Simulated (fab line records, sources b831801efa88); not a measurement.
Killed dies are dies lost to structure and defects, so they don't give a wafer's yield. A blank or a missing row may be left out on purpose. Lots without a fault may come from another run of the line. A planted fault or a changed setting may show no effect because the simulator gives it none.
Chamber matching | flow gf180mcu | GF_V2_ETCH_16 on rie_diel-03: 4 sister chambers
The step etches BARC in N2/H2. 14 wafers are shown with their chamber, then 7 later ones without.

WAFERS WITH THEIR CHAMBER
wafer  | chamber | drypump_motor_current_A (A) | chamber_pressure_mTorr (mTorr) | oes_product_au (a.u.)
L074.1 | 2       | 6.6                         | 30.032                         | 0.854
L074.4 | 1       | 5.8                         | 30.022                         | 0.860
L074.5 | 0       | 6.4                         | 30.042                         | 0.848
L078.2 | 0       | 6.3                         | 30.034                         | 0.855
L078.3 | 1       | 5.8                         | 29.931                         | 0.867
L078.4 | 3       | 6.1                         | 30.021                         | 0.859
L079.3 | 1       | 5.8                         | 30.024                         | 0.862
L079.4 | 0       | 6.3                         | 30.024                         | 0.857
L079.5 | 3       | 6.1                         | 30.023                         | 0.864
L086.1 | 2       | 6.6                         | 30.001                         | 0.859
L086.3 | 1       | 5.8                         | 30.023                         | 0.851
L086.6 | 1       | 5.8                         | 30.016                         | 0.854
L087.1 | 2       | 6.6                         | 29.978                         | 0.850
L087.4 | 1       | 5.8                         | 29.959                         | 0.852

SIGNATURES (means of the wafers above)
reading                 | chamber 0 | chamber 1 | chamber 2 | chamber 3 | scatter within a chamber
drypump_motor_current_A | 6.333     | 5.800     | 6.600     | 6.100     | 0.0258
chamber_pressure_mTorr  | 30.03333  | 29.99583  | 30.00367  | 30.02200  | 0.0313
oes_product_au          | 0.85333   | 0.85767   | 0.85433   | 0.86150   | 0.00547
Rule: a wafer's distance from a chamber is the root of the sum, over the readings, of the square of ((its reading less the chamber's mean) divided by the reading's scatter). The wafer belongs to the nearest chamber; if the next one is less than 2 further off, it can't be placed. The scatter: the root of (the sum of the squares of (reading less its chamber's mean) over the shown wafers, divided by (wafers less chambers)).

WAFERS WITHOUT THEIR CHAMBER
wafer  | drypump_motor_current_A (A) | chamber_pressure_mTorr (mTorr) | oes_product_au (a.u.)
L087.5 | 6.6                         | 29.987                         | 0.854
L092.1 | 6.0                         | 30.000                         | 0.852
L092.2 | 6.3                         | 30.011                         | 0.845
L092.5 | 5.8                         | 29.965                         | 0.852
L095.1 | 6.6                         | 30.003                         | 0.852
L095.3 | 5.8                         | 29.958                         | 0.856
L095.4 | 6.1                         | 29.947                         | 0.860

WHICH CHAMBER EACH WENT THROUGH
wafer  | from the rows above | in truth
L087.5 | 2                   | 2
L092.1 | 3                   | 3
L092.2 | 0                   | 0
L092.5 | 1                   | 1
L095.1 | 2                   | 2
L095.3 | 1                   | 1
L095.4 | 3                   | 3
Placed correctly: 7 of 7. Can't be placed from these rows: 0. Placed wrongly: 0.
